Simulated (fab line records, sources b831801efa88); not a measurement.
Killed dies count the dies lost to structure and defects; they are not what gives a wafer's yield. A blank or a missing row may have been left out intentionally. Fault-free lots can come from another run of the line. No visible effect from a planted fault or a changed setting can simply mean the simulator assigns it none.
A struck lot beside a sound one    flow sky130    43 steps out of a route of 708
Sound: the wafers L662.4, L662.5, L662.6. Struck: wafers L666.1, L666.5, L666.6. The cause is named last.
At each step with rows: each side's tool, then ch and its chambers, then its first start. Under that, the readings that differ: sound wafers    struck wafers    difference of the means    sigmas: that difference in standard deviations of wafers without a fault.
alike: readings with means less than 2 such deviations apart, plus words and numbers identical on both sides. not compared: withheld readings, readings lacking a value on some wafer, bounds such as >300 that could conceal the same value, and numbers that have no deviation in the record and whose values overlap.
Wherever a step has rows on one side only, a row that says differs or no value, or a row with sigmas, the two part there. Non-overlapping numbers with no deviation appear without sigmas and do not part them. Lack of a reading on every wafer of one side parts them only where that side has two or more wafers.

first, 6 steps without rows for these wafers: SKY_FIELD_ISO_COAT_07 (resist thk 60 nm); SKY_FIELD_ISO_COAT_08 (resist thk 450 nm); SKY_FIELD_ISO_SOFTBAKE_09 (time 90 s); SKY_FIELD_ISO_EXPOSE_10 (exposes mask FOM, target cd 150 nm); SKY_FIELD_ISO_PEB_11; SKY_FIELD_ISO_DEVELOP_12 (develop time 60 s).
SKY_FIELD_ISO_CD_MEAS_13: target cd 150 nm.
  sound: cd sem-02 at day 3 10:57; struck: cd sem-02 at day 4 15:02
  alike: cd nm
SKY_FIELD_ISO_ETCH_14: etches BARC in N2/H2, stops on SiO2, time 45.9 s, target depth 60 nm.
  sound on rie diel-04 ch 0,3, day 3 11:01; struck on rie diel-04 ch 1,2, day 4 15:10
  alike: drypump motor current A, h2 flow sccm, oes product au, rf fwd power W, throttle valve pct
  not compared: rf hours counter h
SKY_FIELD_ISO_ETCH_15: etches the open film in CHF3/O2, stops on Si, target depth 180 nm, time 72 s.
  sound on rie diel-04 ch 0,3, day 3 11:03; struck on rie diel-04 ch 1,2, day 4 15:12
  alike: O2_flow_sccm, drypump motor current A, oes product au, rf fwd power W, throttle valve pct
  not compared: rf hours counter h
SKY_FIELD_ISO_STRIP_16: strips in O2/N2.
  sound on plasma asher-02 ch 0,1, day 3 11:08; struck on plasma asher-02 ch 0,1, day 4 15:16
  alike: drypump motor current A, oes product au, strip time to endpoint s
  not compared: rf hours counter h
SKY_FIELD_ISO_ETCH_17: etches Si in HBr/Cl2/O2, target depth 342 nm, time 97.7 s.
  sound on rie si-02 ch 0,1,2, day 3 11:13; struck on rie si-01 ch 2,3, day 4 15:22
  alike: O2_flow_sccm, drypump motor current A, oes product au, rf fwd power W, throttle valve pct
  not compared: rf hours counter h
then, 1 step without rows for these wafers: SKY_FIELD_ISO_WET_ETCH_18 (etches Si3N4 in H3PO4, target depth 25 nm, time 286 s).
SKY_FIELD_ISO_CLEAN_19: cleans in SC1/SC2, time 150 s.
  sound on wet bench-04 ch 3, day 3 11:22; struck on wet bench-04 ch 3, day 4 15:31
then, 3 steps without rows for these wafers: SKY_FIELD_ISO_CLEAN_20 (cleans in dHF, time 20 s); SKY_FIELD_ISO_WET_ETCH_21 (etches SiO2 in dHF, target depth 20 nm, time 400 s); SKY_FIELD_ISO_OXIDATION_22 (stabilise 600 s, purge 300 s, target thk 10 nm).
SKY_FIELD_ISO_THK_MEAS_23:
  sound: film metro-01 at day 3 18:49; struck: film metro-01 at day 4 17:50
  alike: FIELD_ISO_OXIDATION_01_THK
then, 1 step without rows for these wafers: SKY_FIELD_ISO_CVD_24 (deposits SiO2, target thk 595 nm, time 99.2 s).
SKY_FIELD_ISO_THK_MEAS_25:
  sound: film metro-03 at day 3 18:56; struck: film metro-03 at day 4 17:58
  alike: FIELD_ISO_CVD_24_THK
then, 1 step without rows for these wafers: SKY_FIELD_ISO_ANNEAL_26 (time 1800 s).
SKY_FIELD_ISO_CMP_27: polishes, stops on Si3N4, t overpolish 16 s, target thk 457.8 nm.
  sound on cmp-02 ch 0,1,3, day 4 00:47; struck on cmp-02 ch 0,1,3, day 4 19:37
  alike: motor current A, overpolish run s, slurry flow ml min, time to endpoint s
then, 5 steps without rows for these wafers: SKY_FIELD_ISO_WET_ETCH_28 (etches SiO2 in dHF, target depth 23.7 nm, time 47 s); SKY_FIELD_ISO_WET_ETCH_29 (etches Si3N4 in H3PO4, target depth 160 nm, time 1825 s); SKY_FIELD_ISO_WET_ETCH_30 (etches SiO2 in dHF, target depth 25 nm, time 50 s); SKY_NWELL_CLEAN_00 (cleans in SC1/SC2, time 150 s); SKY_NWELL_OXIDATION_01 (stabilise 600 s, purge 300 s, target thk 10 nm).
SKY_NWELL_THK_MEAS_02:
  sound: film metro-02 at day 4 03:34; struck: film metro-04 at day 4 22:19
  alike: NWELL_OXIDATION_THK
then, 9 steps without rows for these wafers: SKY_DNWELL_DEHYDRATE_00 (time 60 s); SKY_DNWELL_HMDS_01 (prime time 60 s); SKY_DNWELL_COAT_02 (resist thk 3000 nm); SKY_DNWELL_SOFTBAKE_03; SKY_DNWELL_EXPOSE_04 (exposes mask DNM, target cd 3000 nm); SKY_DNWELL_PEB_05; SKY_DNWELL_DEVELOP_06 (develop time 60 s); SKY_DNWELL_IMPLANT_07; SKY_DNWELL_STRIP_08 (strips in O2/N2).
SKY_DNWELL_TW_MEAS_09:
  sound: film metro-04 at day 4 20:04; struck: film metro-01 at day 5 16:59
  alike: DNWELL_TW
then, 5 steps without rows for these wafers: SKY_PWDE_DEHYDRATE_00 (time 60 s); SKY_PWDE_HMDS_01 (prime time 60 s); SKY_PWDE_COAT_02 (resist thk 3000 nm); SKY_PWDE_SOFTBAKE_03; SKY_PWDE_EXPOSE_04 (exposes mask PWDEM, target cd 840 nm).
-- the record jumps here: 43 days lie between the struck wafers' starts before and after (it left off in module PWDE and takes up again in module PAD_OPEN, whose first step shown is number 708 of the route) --
SKY_PAD_OPEN_PROBE_99:
  rows exist in the record for the struck wafers here (prober-01, day 48 10:37), but not for the sound ones

== WHERE THEY PART ==
SKY_PAD_OPEN_PROBE_99 only, going by this record.

WHY: whatever the simulator had introduced
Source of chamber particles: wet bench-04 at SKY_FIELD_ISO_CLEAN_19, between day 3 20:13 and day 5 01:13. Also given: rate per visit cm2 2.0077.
